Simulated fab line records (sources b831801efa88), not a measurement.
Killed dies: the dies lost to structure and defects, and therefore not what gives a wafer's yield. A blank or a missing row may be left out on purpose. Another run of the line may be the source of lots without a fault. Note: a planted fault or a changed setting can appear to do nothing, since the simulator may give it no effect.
Chamber matching :: flow sky130 :: SKY_VIA2_CMP_02 on cmp-01 has 4 sister chambers
The step polishes SiO2. 8 wafers are shown with their chamber, then 7 later ones without.

WAFERS, EACH WITH ITS CHAMBER
wafer: L191.2
chamber: 1
motor current A (A): 12.3

wafer: L195.2
chamber: 2
motor current A (A): 11.2

wafer: L196.2
chamber: 1
motor current A (A): 12.3

wafer: L196.3
chamber: 0
motor current A (A): 11.8

wafer: L198.4
chamber: 0
motor current A (A): 12.1

wafer: L198.5
chamber: 2
motor current A (A): 11.6

wafer: L201.3
chamber: 3
motor current A (A): 11.9

wafer: L201.5
chamber: 3
motor current A (A): 12.3

WAFERS MISSING THEIR CHAMBER
wafer: L201.6
motor current A (A): 12.6

wafer: L211.1
motor current A (A): 12.8

wafer: L211.3
motor current A (A): 12.6

wafer: L211.4
motor current A (A): 11.4

wafer: L213.1
motor current A (A): 12.2

wafer: L213.2
motor current A (A): 11.9

wafer: L213.3
motor current A (A): 12.1

WHICH CHAMBER EACH WENT THROUGH
wafer: L201.6
from the rows above: can't be placed: 1 or 3 or 0
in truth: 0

wafer: L211.1
from the rows above: can't be placed: 1 or 3 or 0
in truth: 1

wafer: L211.3
from the rows above: can't be placed: 1 or 3 or 0
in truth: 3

wafer: L211.4
from the rows above: 2
in truth: 2

wafer: L213.1
from the rows above: can't be placed: 3 or 1 or 0
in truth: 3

wafer: L213.2
from the rows above: can't be placed: 0 or 3 or 1 or 2
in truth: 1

wafer: L213.3
from the rows above: can't be placed: 3 or 0 or 1
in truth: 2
Correctly placed: 1 of 7. These rows do not allow placing 6 (true chamber among the candidates in 5). Number placed wrongly: 0.
How it was worked out, from the rows above alone: a wafer's distance from a chamber is the root of the sum, over the readings, of the square of ((its reading less the chamber's mean) divided by the reading's scatter). If the next closest chamber is less than 2 further off than the closest, the wafer can't be placed; otherwise it belongs to the closest. A chamber's mean is the mean of its shown wafers. The scatter is the square root of a quotient: the sum, over the shown wafers, of each reading's squared deviation from its chamber's mean, divided by wafers minus chambers.
